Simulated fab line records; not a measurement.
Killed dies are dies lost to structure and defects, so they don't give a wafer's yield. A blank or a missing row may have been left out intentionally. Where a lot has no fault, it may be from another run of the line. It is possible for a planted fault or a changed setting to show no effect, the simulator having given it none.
fab line records	flow gf180mcu	part 1 of 2: steps 1 to 27 of 37
record: lots: 5	wafers: 15	last-day: 32
route steps=602 shown PSD@255 NSD@262 SAB@264 SALICIDE@278 CONTACT@287
lots untouched by any fault: they come from a run of this same line in which no faults occurred
start-h: hours from the record's opening day to when the first of the lot's shown wafers began	wait-h: hours since the lot's step before	" as in the row above	L1.1+2: several wafers, shown together as one row	- value missing, or start not given	* or withheld: withheld	< > ~ a bound
route shown NAME@n: names a module that has steps shown in the file, with the first one's number in the route	usual: average and standard deviation across the fault-free wafers	same: alike in all rows	chamber/n: place in a boat	sites: per-site readings	_std_site: their standard deviation	_edge_site: the outer-site mean with the inner-site mean subtracted	radius-mm: for every site, how far away it sits from the centre of the wafer	mask NAME#n: copy n	behind: the tool/chamber that last shaped the wafer	hold: reason for holding the lot/hours on hold/outcome of the hold	device: which transistor (n, p or np) failed to switch	end of line: the route-end tests of the same wafers	where a step has no rows: the recipe by itself	killed: dies lost to structure and defects at the first sort, not the wafer's yield	map: dies across one wafer; x = killed, . = not, _ = none there
set.NAME: the setting the step ran with; set.NAME@STEP: the setting that earlier step ran with	model.NAME: the simulator's own value behind a step, which no gauge read
lots seen at some steps along the route; tables by step, rows by wafer
services: the hour from which a tool's chamber was out of use, counted from the record's first day as start-h (under 0 if before that day), plus the number of hours and why
== steps ==
step: GF_PSD_CD_MEAS_07
recipe: target-cd-nm: 400
usual: cd-nm: 399.4/2
lot.wafer	tool	chamber	start-h	wait-h	cd-nm
L081.3	cd-sem-02	-	383.08	0.1	399.8
L081.5	"	-	"	"	401.6
L081.6	"	-	"	"	398.6
L082.1	cd-sem-01	-	391.29	0.1	396.2
L082.3	"	-	"	"	395.4
L082.4	"	-	"	"	398.0
L085.2	cd-sem-01	-	414.68	0.1	400.1
L085.3	"	-	"	"	400.5
L085.4	"	-	"	"	401.1
L088.2	cd-sem-02	-	434.68	0.1	398.4
L088.5	"	-	"	"	400.8
L088.6	"	-	"	"	399.5
L089.2	cd-sem-01	-	444.68	0.1	397.5
L089.4	"	-	"	"	398.8
L089.5	"	-	"	"	398.6
step: GF_PSD_OVL_MEAS_08
usual: PSD_OVL: 0.3/1.3
lot.wafer	tool	chamber	start-h	wait-h	PSD_OVL[nm]
L081.3	overlay-01	-	383.17	0.1	-0.2
L081.5	"	-	"	"	-1.1
L081.6	"	-	"	"	-0.1
L082.1	overlay-02	-	391.41	0.1	-0.5
L082.3	"	-	"	"	1.0
L082.4	"	-	"	"	-0.5
L085.2	overlay-02	-	414.78	0.1	-0.9
L085.3	"	-	"	"	-1.8
L085.4	"	-	"	"	-2.5
L088.2	overlay-01	-	434.79	0.1	-1.6
L088.5	"	-	"	"	0.5
L088.6	"	-	"	"	1.3
L089.2	overlay-02	-	444.78	0.1	0.6
L089.4	"	-	"	"	-1.2
L089.5	"	-	"	"	-1.4
step: GF_PSD_IMPLANT_09
recipe: species: BF2	energy-kev: 40	dose-cm2: 1.5e+15	tilt-deg: 7
lot.wafer	tool	chamber	start-h	wait-h
L081.3+5+6	implanter-03	0	383.24	0.1
L082.1+3+4	implanter-04	0	391.44	0.0
L085.2+3+4	implanter-01	0	414.84	0.0
L088.2+5+6	implanter-01	0	434.84	0.0
L089.2+4+5	implanter-04	0	444.84	0.0
step: GF_PSD_STRIP_10
recipe: chemistry: O2/N2	power-w: 1400	pressure-mtorr: 1500	platen-temp-c: 250	o2-flow-sccm: 3000	n2-flow-sccm: 300	overash-fraction: 0.5
usual: drypump-motor-current-A: 5.8/0.34	heater-power-w: 323/36	oes-product-au: 0.592/0.0048	strip-time-to-endpoint-s: 16.53/0.036
lot.wafer	tool	chamber	start-h	wait-h	drypump-motor-current-A	heater-power-w	oes-product-au	rf-hours-counter-h	strip-time-to-endpoint-s
L081.3	plasma-asher-01	0	383.38	0.1	6.0	298	0.592	-	16.49
L081.5	"	0	"	"	6.0	310	0.584	-	16.50
L081.6	"	1	"	"	5.6	305	0.589	-	16.49
L082.1	plasma-asher-01	0	391.59	0.1	6.0	295	0.587	59	16.53
L082.3	"	0	"	"	6.0	295	0.582	-	16.52
L082.4	"	1	"	"	5.6	308	0.593	-	16.55
L085.2	plasma-asher-02	1	414.96	0.1	6.2	323	0.589	32	16.52
L085.3	"	1	"	"	6.2	326	0.594	-	16.53
L085.4	"	0	"	"	6.1	320	0.584	-	16.49
L088.2	plasma-asher-04	0	434.97	0.1	5.4	423	0.598	0	16.46
L088.5	"	1	"	"	5.1	323	0.589	-	16.51
L088.6	"	0	"	"	5.4	414	0.590	-	16.52
L089.2	plasma-asher-04	0	444.96	0.1	5.4	419	0.587	1	16.50
L089.4	"	1	"	"	5.1	321	0.593	-	16.52
L089.5	"	0	"	"	5.4	417	0.598	-	16.55
step: GF_PSD_TW_MEAS_11
usual: PSD_TW: 3176/28
lot.wafer	tool	chamber	start-h	wait-h	PSD_TW
L081.3	film-metro-04	-	383.46	0.1	3133
L081.5	"	-	"	"	3131
L081.6	"	-	"	"	3116
L082.1	film-metro-04	-	391.69	0.1	3155
L082.3	"	-	"	"	3177
L082.4	"	-	"	"	3165
L085.2	film-metro-02	-	415.07	0.1	3180
L085.3	"	-	"	"	3184
L085.4	"	-	"	"	3176
L088.2	film-metro-01	-	435.08	0.1	3210
L088.5	"	-	"	"	3201
L088.6	"	-	"	"	3221
L089.2	film-metro-01	-	445.07	0.1	3224
L089.4	"	-	"	"	3206
L089.5	"	-	"	"	3214
step: GF_PSD_CLEAN_12
recipe: chemistry: SC1/SC2	mix: 1:4:20	temp-c: 70	time-s: 150	dry: n2-spin
lot.wafer	tool	chamber	start-h	wait-h
L081.3+5+6	wet-bench-03	2	383.50	0.0
L082.1+3+4	wet-bench-02	1	391.75	0.1
L085.2+3+4	wet-bench-04	3	415.12	0.0
L088.2+5+6	wet-bench-02	2	435.13	0.0
L089.2+4+5	wet-bench-04	2	445.12	0.0
step: GF_PSD_RTA_13
recipe: temp-c: 1025	time-s: 20	ambient: N2
usual: lamp-power-pct: 31.9/0.69	wafer_temp_C_max: 1028.6/0.95
lot.wafer	tool	chamber	start-h	wait-h	lamp-power-pct	wafer_temp_C_max
L081.3	rtp-anneal-02	0	383.59	0.0	32.2	1028.2
L081.5	"	0	"	"	32.1	1028.5
L081.6	"	0	"	"	32.2	1027.0
L082.1	rtp-anneal-02	0	391.81	0.0	32.2	1027.8
L082.3	"	0	"	"	32.2	1028.6
L082.4	"	0	"	"	32.2	1027.9
L085.2	rtp-anneal-02	0	415.19	0.0	32.2	1029.9
L085.3	"	0	"	"	32.3	1029.0
L085.4	"	0	"	"	32.3	1028.6
L088.2	rtp-anneal-02	0	435.20	0.0	32.2	1028.1
L088.5	"	0	"	"	32.3	1029.0
L088.6	"	0	"	"	32.2	1028.3
L089.2	rtp-anneal-02	0	445.19	0.0	32.2	1028.0
L089.4	"	0	"	"	32.2	1027.8
L089.5	"	0	"	"	32.2	1029.3
step: GF_PSD_RS_MEAS_14
recipe: thk-meas-gauge: four-point-probe
usual: NSD_RS: 46.43/0.1
lot.wafer	tool	chamber	start-h	wait-h	NSD_RS[ohm/sq]
L081.3	film-metro-01	-	383.69	0.1	46.40
L081.5	"	-	"	"	46.55
L081.6	"	-	"	"	46.48
L082.1	film-metro-02	-	391.90	0.1	46.37
L082.3	"	-	"	"	46.39
L082.4	"	-	"	"	46.47
L085.2	film-metro-04	-	415.28	0.1	46.54
L085.3	"	-	"	"	46.47
L085.4	"	-	"	"	46.52
L088.2	film-metro-02	-	435.29	0.1	46.24
L088.5	"	-	"	"	46.20
L088.6	"	-	"	"	46.36
L089.2	film-metro-04	-	445.28	0.1	46.44
L089.4	"	-	"	"	46.45
L089.5	"	-	"	"	46.37
step: GF_PSD_RS_MEAS_15
recipe: thk-meas-gauge: four-point-probe
usual: PSD_RS: 108.64/0.28
lot.wafer	tool	chamber	start-h	wait-h	PSD_RS[ohm/sq]
L081.3	film-metro-01	-	383.81	0.1	108.88
L081.5	"	-	"	"	108.91
L081.6	"	-	"	"	109.17
L082.1	film-metro-02	-	392.02	0.1	108.53
L082.3	"	-	"	"	108.24
L082.4	"	-	"	"	108.71
L085.2	film-metro-04	-	415.40	0.1	108.75
L085.3	"	-	"	"	108.92
L085.4	"	-	"	"	108.95
L088.2	film-metro-02	-	435.41	0.1	108.49
L088.5	"	-	"	"	108.23
L088.6	"	-	"	"	107.98
L089.2	film-metro-04	-	445.40	0.1	108.29
L089.4	"	-	"	"	108.10
L089.5	"	-	"	"	108.68
step: GF_SAB_CVD_00
recipe: material: SiO2	target-thk-nm: 50	precursor: TEOS	temp-c: 400	time-s: 4.9302	rf-w: 600
usual: heater-power-outer-w: 362/62	heater-power-w: 639/97
lot.wafer	tool	chamber	start-h	wait-h	heater-power-outer-w	heater-power-w
L081.3	pecvd-03	2	383.89	0.1	297	539
L081.5	"	1	"	"	418	720
L081.6	"	2	"	"	302	537
L082.1	pecvd-02	2	392.14	0.1	347	666
L082.3	"	0	"	"	309	563
L082.4	"	0	"	"	307	557
L085.2	pecvd-04	0	415.50	0.1	352	576
L085.3	"	1	"	"	402	676
L085.4	"	1	"	"	393	683
L088.2	pecvd-02	0	435.51	0.1	350	616
L088.5	"	1	"	"	391	658
L088.6	"	0	"	"	342	616
L089.2	pecvd-04	0	445.50	0.1	353	598
L089.4	"	0	"	"	364	607
L089.5	"	1	"	"	391	674
step: GF_SAB_THK_MEAS_01
recipe: reads: SiO2_of_SAB_CVD_00
usual: SAB_CVD_00_THK: 50.1/0.63
lot.wafer	tool	chamber	start-h	wait-h	SAB_CVD_00_THK[nm]
L081.3	film-metro-04	-	383.93	0.0	49.7
L081.5	"	-	"	"	50.6
L081.6	"	-	"	"	50.3
L082.1	film-metro-03	-	392.15	0.0	49.8
L082.3	"	-	"	"	49.6
L082.4	"	-	"	"	50.1
L085.2	film-metro-03	-	415.53	0.0	50.1
L085.3	"	-	"	"	49.5
L085.4	"	-	"	"	50.3
L088.2	film-metro-03	-	435.54	0.0	49.7
L088.5	"	-	"	"	50.5
L088.6	"	-	"	"	50.1
L089.2	film-metro-03	-	445.53	0.0	50.7
L089.4	"	-	"	"	51.7
L089.5	"	-	"	"	51.1
step: GF_SAB_DEHYDRATE_02
recipe: temp-c: 200	time-s: 60
usual: resist-line-temp-C: 22.97/0.12
lot.wafer	tool	chamber	start-h	wait-h	resist-line-temp-C
L081.3	litho-track-03	0	395.34	11.4	22.97
L081.5	"	0	"	"	23.08
L081.6	"	0	"	"	23.00
L082.1	litho-track-01	0	402.96	10.8	23.02
L082.3	"	0	"	"	22.94
L082.4	"	0	"	"	22.94
L085.2	litho-track-03	0	426.31	10.8	22.77
L085.3	"	0	"	"	23.05
L085.4	"	0	"	"	22.67
L088.2	litho-track-03	0	447.06	11.5	23.02
L088.5	"	0	"	"	23.06
L088.6	"	0	"	"	22.94
L089.2	litho-track-03	0	457.11	11.6	22.98
L089.4	"	0	"	"	23.02
L089.5	"	0	"	"	22.95
step: GF_SAB_HMDS_03
recipe: prime-time-s: 60	prime-temp-c: 120
usual: resist-line-temp-C: 22.97/0.1
same: prime-time-s: 60
lot.wafer	tool	chamber	start-h	wait-h	resist-line-temp-C
L081.3	litho-track-03	0	395.49	0.1	22.96
L081.5	"	0	"	"	22.90
L081.6	"	0	"	"	23.02
L082.1	litho-track-01	0	403.11	0.1	22.77
L082.3	"	0	"	"	22.91
L082.4	"	0	"	"	22.91
L085.2	litho-track-03	0	426.46	0.1	22.90
L085.3	"	0	"	"	23.11
L085.4	"	0	"	"	22.92
L088.2	litho-track-03	0	447.21	0.1	22.96
L088.5	"	0	"	"	23.06
L088.6	"	0	"	"	23.06
L089.2	litho-track-03	0	457.26	0.1	23.15
L089.4	"	0	"	"	23.10
L089.5	"	0	"	"	22.97
step: GF_SAB_COAT_04
recipe: resist: NOVOLAK	spin-rpm: 2976	resist-thk-nm: 1000
usual: resist-line-temp-C: 23.03/0.1
lot.wafer	tool	chamber	start-h	wait-h	resist-line-temp-C
L081.3	litho-track-03	0	395.64	0.1	23.10
L081.5	"	0	"	"	22.99
L081.6	"	0	"	"	23.08
L082.1	litho-track-01	0	403.26	0.1	22.94
L082.3	"	0	"	"	23.00
L082.4	"	0	"	"	23.12
L085.2	litho-track-03	0	426.61	0.1	23.07
L085.3	"	0	"	"	23.12
L085.4	"	0	"	"	23.03
L088.2	litho-track-03	0	447.36	0.1	23.04
L088.5	"	0	"	"	23.05
L088.6	"	0	"	"	23.00
L089.2	litho-track-03	0	457.41	0.1	22.86
L089.4	"	0	"	"	22.97
L089.5	"	0	"	"	23.19
step: GF_SAB_SOFTBAKE_05
recipe: temp-c: 90	time-s: 60	resist: NOVOLAK
usual: resist-line-temp-C: 23.02/0.12
lot.wafer	tool	chamber	start-h	wait-h	resist-line-temp-C
L081.3	litho-track-03	0	395.79	0.1	23.10
L081.5	"	0	"	"	23.00
L081.6	"	0	"	"	22.96
L082.1	litho-track-01	0	403.41	0.1	23.26
L082.3	"	0	"	"	23.19
L082.4	"	0	"	"	23.20
L085.2	litho-track-03	0	426.76	0.1	22.97
L085.3	"	0	"	"	22.91
L085.4	"	0	"	"	23.05
L088.2	litho-track-03	0	447.51	0.1	22.89
L088.5	"	0	"	"	23.16
L088.6	"	0	"	"	23.15
L089.2	litho-track-03	0	457.56	0.1	23.00
L089.4	"	0	"	"	23.03
L089.5	"	0	"	"	22.96
step: GF_SAB_EXPOSE_06
recipe: mask-id: SAB	target-cd-nm: 420	na: 0.6	source-shape: conventional	sigma-outer: 0.6	dose-mj: 140
same: na: 0.6
lot.wafer	tool	chamber	start-h	wait-h	mask
L081.3+5+6	iline-stepper-01	0	-	-	SAB#0
L082.1+3+4	iline-stepper-01	0	-	-	SAB#0
L085.2+3+4	iline-stepper-02	0	-	-	SAB#0
L088.2+5+6	iline-stepper-01	0	-	-	SAB#0
L089.2+4+5	iline-stepper-02	0	-	-	SAB#0
step: GF_SAB_PEB_07
recipe: temp-c: withheld	time-s: *	resist: NOVOLAK
usual: resist-line-temp-C: *
lot.wafer	tool	chamber	start-h	wait-h	resist-line-temp-C
L081.3	litho-track-02	0	-	-	*
L081.5	"	0	"	"	*
L081.6	"	0	"	"	*
L082.1	litho-track-02	0	-	-	*
L082.3	"	0	"	"	*
L082.4	"	0	"	"	*
L085.2	litho-track-02	0	-	-	*
L085.3	"	0	"	"	*
L085.4	"	0	"	"	*
L088.2	litho-track-03	0	-	-	*
L088.5	"	0	"	"	*
L088.6	"	0	"	"	*
L089.2	litho-track-01	0	-	-	*
L089.4	"	0	"	"	*
L089.5	"	0	"	"	*
step: GF_SAB_DEVELOP_08
recipe: develop-time-s: 60	dev-temp-c: 23
usual: resist-line-temp-C: 23.00/0.1
lot.wafer	tool	chamber	start-h	wait-h	resist-line-temp-C
L081.3	litho-track-02	0	406.81	0.1	23.01
L081.5	"	0	"	"	23.02
L081.6	"	0	"	"	23.10
L082.1	litho-track-02	0	414.96	0.1	22.92
L082.3	"	0	"	"	22.90
L082.4	"	0	"	"	22.94
L085.2	litho-track-02	0	438.54	0.1	23.01
L085.3	"	0	"	"	22.96
L085.4	"	0	"	"	23.04
L088.2	litho-track-03	0	459.76	0.1	22.98
L088.5	"	0	"	"	23.15
L088.6	"	0	"	"	23.06
L089.2	litho-track-01	0	469.58	0.1	23.07
L089.4	"	0	"	"	23.03
L089.5	"	0	"	"	23.03
step: GF_SAB_CD_MEAS_09
recipe: target-cd-nm: 420
usual: cd-nm: 420.4/2.4
lot.wafer	tool	chamber	start-h	wait-h	cd-nm
L081.3	cd-sem-02	-	406.95	0.1	422.1
L081.5	"	-	"	"	420.5
L081.6	"	-	"	"	420.8
L082.1	cd-sem-01	-	415.11	0.1	417.6
L082.3	"	-	"	"	418.8
L082.4	"	-	"	"	418.2
L085.2	cd-sem-02	-	438.68	0.1	425.4
L085.3	"	-	"	"	423.4
L085.4	"	-	"	"	424.4
L088.2	cd-sem-02	-	459.91	0.1	421.4
L088.5	"	-	"	"	418.6
L088.6	"	-	"	"	419.5
L089.2	cd-sem-01	-	469.73	0.1	424.3
L089.4	"	-	"	"	422.5
L089.5	"	-	"	"	421.4
step: GF_SAB_OVL_MEAS_10
usual: SAB_OVL: 0.0/1.2
lot.wafer	tool	chamber	start-h	wait-h	SAB_OVL[nm]
L081.3	overlay-01	-	407.05	0.1	-1.2
L081.5	"	-	"	"	-0.5
L081.6	"	-	"	"	0.7
L082.1	overlay-01	-	415.23	0.1	-1.3
L082.3	"	-	"	"	-0.1
L082.4	"	-	"	"	1.7
L085.2	overlay-02	-	438.79	0.1	-0.4
L085.3	"	-	"	"	-1.6
L085.4	"	-	"	"	0.0
L088.2	overlay-02	-	460.01	0.1	0.4
L088.5	"	-	"	"	-1.9
L088.6	"	-	"	"	-2.5
L089.2	overlay-01	-	469.83	0.1	0.4
L089.4	"	-	"	"	-0.1
L089.5	"	-	"	"	0.3
step: GF_SAB_ETCH_11
recipe: chemistry: C4F8/O2/Ar	mask-material: NOVOLAK	target: SiO2	target-depth-nm: 55	source-w: 1500	bias-w: 1200	pressure-mtorr: 40	c4f8-flow-sccm: withheld	O2_flow_sccm: 6	Ar_flow_sccm: 300	time-s: 8.5
usual: oes-product-au: 0.998/0.0089
lot.wafer	tool	chamber	start-h	wait-h	oes-product-au	rf-hours-counter-h
L081.3	rie-diel-03	1	407.07	0.0	0.991	27
L081.5	"	1	"	"	1.000	-
L081.6	"	0	"	"	0.993	-
L082.1	rie-diel-01	1	415.27	0.0	1.005	19
L082.3	"	3	"	"	1.007	17
L082.4	"	3	"	"	1.014	-
L085.2	rie-diel-03	0	438.82	0.0	0.990	2
L085.3	"	3	"	"	0.971	10
L085.4	"	2	"	"	0.981	32
L088.2	rie-diel-04	2	460.04	0.0	0.998	90
L088.5	"	1	"	"	1.000	-
L088.6	"	2	"	"	0.994	-
L089.2	rie-diel-04	0	469.86	0.0	1.002	8
L089.4	"	1	"	"	1.004	80
L089.5	"	1	"	"	1.010	-
step: GF_SAB_WET_ETCH_12
recipe: chemistry: dHF	target-depth-nm: 22	dry: n2-spin	target: SiO2	temp-c: 25	dilution: 100:1	time-s: 440
lot.wafer	tool	chamber	start-h	wait-h
L081.3+5+6	wet-bench-03	0	407.09	0.0
L082.1+3+4	wet-bench-03	2	415.29	0.0
L085.2+3+4	wet-bench-01	0	438.84	0.0
L088.2+5+6	wet-bench-01	1	460.06	0.0
L089.2+4+5	wet-bench-03	2	469.88	0.0
step: GF_SAB_STRIP_13
recipe: chemistry: O2/N2	power-w: 1400	pressure-mtorr: 1500	platen-temp-c: 250	o2-flow-sccm: 3000	n2-flow-sccm: 300	overash-fraction: 0.5
usual: drypump-motor-current-A: 5.6/0.47	heater-power-w: 341/51	oes-product-au: 0.710/0.0043	strip-time-to-endpoint-s: 12.653/0.029
lot.wafer	tool	chamber	start-h	wait-h	drypump-motor-current-A	heater-power-w	oes-product-au	rf-hours-counter-h	strip-time-to-endpoint-s
L081.3	plasma-asher-01	0	407.25	0.0	6.0	299	0.705	-	12.673
L081.5	"	1	"	"	5.6	309	0.711	-	12.674
L081.6	"	0	"	"	6.0	307	0.714	-	12.619
L082.1	plasma-asher-03	0	415.42	0.0	6.6	294	0.707	79	12.664
L082.3	"	0	"	"	6.5	286	0.707	-	12.646
L082.4	"	1	"	"	5.5	353	0.712	-	12.637
L085.2	plasma-asher-04	1	438.97	0.0	5.1	323	0.720	1	12.701
L085.3	"	1	"	"	5.1	318	0.708	-	12.706
L085.4	"	0	"	"	5.4	420	0.710	-	12.691
L088.2	plasma-asher-04	1	460.20	0.0	5.1	325	0.707	3	12.703
L088.5	"	1	"	"	5.1	316	0.710	-	12.652
L088.6	"	0	"	"	5.4	429	0.713	-	12.686
L089.2	plasma-asher-03	0	470.03	0.0	6.6	292	0.714	85	12.693
L089.4	"	1	"	"	5.5	340	0.712	-	12.651
L089.5	"	1	"	"	5.5	351	0.712	-	12.647
step: GF_SALICIDE_CLEAN_00
recipe: chemistry: SC1/SC2	mix: 1:4:20	temp-c: 70	time-s: 150
lot.wafer	tool	chamber	start-h	wait-h
L081.3+5+6	wet-bench-04	2	407.32	0.0
L082.1+3+4	wet-bench-04	0	415.52	0.1
L085.2+3+4	wet-bench-04	2	439.07	0.1
L088.2+5+6	wet-bench-04	1	460.30	0.1
L089.2+4+5	wet-bench-04	0	470.13	0.1
step: GF_SALICIDE_WET_ETCH_01
recipe: chemistry: dHF	target-depth-nm: 5	dry: ipa-marangoni	target: SiO2	temp-c: 25	dilution: 100:1	time-s: 100
lot.wafer	tool	chamber	start-h	wait-h
L081.3+5+6	wet-bench-03	2	407.38	0.0
L082.1+3+4	wet-bench-03	3	415.58	0.0
L085.2+3+4	wet-bench-03	1	439.13	0.0
L088.2+5+6	wet-bench-03	0	460.35	0.0
L089.2+4+5	wet-bench-01	1	470.18	0.0
step: GF_SALICIDE_SPUTTER_02
recipe: material: Co	target-thk-nm: 10	power-w: 1000	time-s: 20	chamber-pressure-pa: 0.4
usual: chamber-pressure-pa: 0.4000/0.00084	throttle-valve-pct: 30.0/1.1
lot.wafer	tool	chamber	start-h	wait-h	chamber-pressure-pa	throttle-valve-pct
L081.3	pvd-sputter-03	-	407.41	0.0	0.4007	30.6
L081.5	"	-	"	"	0.3993	30.2
L081.6	"	-	"	"	0.3996	30.8
L082.1	pvd-sputter-02	-	415.61	0.0	0.3982	29.7
L082.3	"	-	"	"	0.4013	30.0
L082.4	"	-	"	"	0.3980	31.7
L085.2	pvd-sputter-01	-	439.20	0.0	0.3992	31.6
L085.3	"	-	"	"	0.4006	28.9
L085.4	"	-	"	"	0.3993	30.3
L088.2	pvd-sputter-03	-	460.39	0.0	0.3998	28.1
L088.5	"	-	"	"	0.3974	30.2
L088.6	"	-	"	"	0.3996	29.5
L089.2	pvd-sputter-03	-	470.22	0.0	0.4023	28.4
L089.4	"	-	"	"	0.3992	30.3
L089.5	"	-	"	"	0.4000	29.4
step: GF_SALICIDE_SPUTTER_03
recipe: material: TiN	target-thk-nm: 20	power-w: 6500	time-s: 16.7	chamber-pressure-pa: 0.4
usual: chamber-pressure-pa: 0.4001/0.00079	throttle-valve-pct: 30.0/1.1
lot.wafer	tool	chamber	start-h	wait-h	chamber-pressure-pa	throttle-valve-pct
L081.3	pvd-sputter-03	-	407.44	0.0	0.4009	30.7
L081.5	"	-	"	"	0.4006	30.1
L081.6	"	-	"	"	0.4018	30.9
L082.1	pvd-sputter-02	-	415.64	0.0	0.4010	29.7
L082.3	"	-	"	"	0.4008	30.0
L082.4	"	-	"	"	0.4006	31.9
L085.2	pvd-sputter-01	-	439.23	0.0	0.3999	31.5
L085.3	"	-	"	"	0.4000	29.1
L085.4	"	-	"	"	0.3998	30.1
L088.2	pvd-sputter-03	-	460.42	0.0	0.3997	28.2
L088.5	"	-	"	"	0.3989	30.1
L088.6	"	-	"	"	0.4002	29.4
L089.2	pvd-sputter-03	-	470.25	0.0	0.3997	28.4
L089.4	"	-	"	"	0.3996	29.9
L089.5	"	-	"	"	0.3999	29.3
